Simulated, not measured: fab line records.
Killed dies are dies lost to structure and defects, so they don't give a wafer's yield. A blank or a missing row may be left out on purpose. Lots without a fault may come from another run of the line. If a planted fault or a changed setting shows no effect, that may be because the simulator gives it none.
Which tool did it? | flow gf180mcu | route of 602 steps, sampled at 1 step: 6 lots, 18 wafers

WHAT EACH GAUGE READ, for each wafer
GF_V2_CD_MEAS_14: the cd target is 260 nm.
lot  | measured     | on       | cdNm (nm)
L228 | day 21 23:47 | cdSem-01 | 261.1 260.2 261.1
L231 | day 23 09:45 | cdSem-02 | 258.3 258.0 258.8
L233 | day 23 23:27 | cdSem-01 | 260.2 259.8 259.4
L235 | day 24 12:45 | cdSem-01 | 259.8 260.2 261.7
L237 | day 25 01:29 | cdSem-02 | 258.3 259.5 258.1
L246 | day 27 18:56 | cdSem-02 | 260.7 261.1 260.5

EACH LOT AND THE TOOL THAT RAN IT (in order: tool; ch and the chambers of the sampled wafers; start)
The record shows no process step preceding these readings.

THE ANSWER, worked out from the rows above alone
Rule: the lots themselves supply what counts as usual. The widest of any qualifying gaps counts: lots, ordered by their means at a reading, are off when they make up no more than a third of the lots, leave a main group of 4 or more, and stand apart from it by 3 or more times the standard deviation of that group's means. If all means in a main group match to the digits the tables above print for the reading, that group is not used. Also off: a lot with no number at a reading for which 4 or more lots have one. The other lots that the step has rows for count as sound.
Across all readings shown, no lot is off: no conclusion can be drawn from this.

WHAT THE SIMULATOR PUT IN
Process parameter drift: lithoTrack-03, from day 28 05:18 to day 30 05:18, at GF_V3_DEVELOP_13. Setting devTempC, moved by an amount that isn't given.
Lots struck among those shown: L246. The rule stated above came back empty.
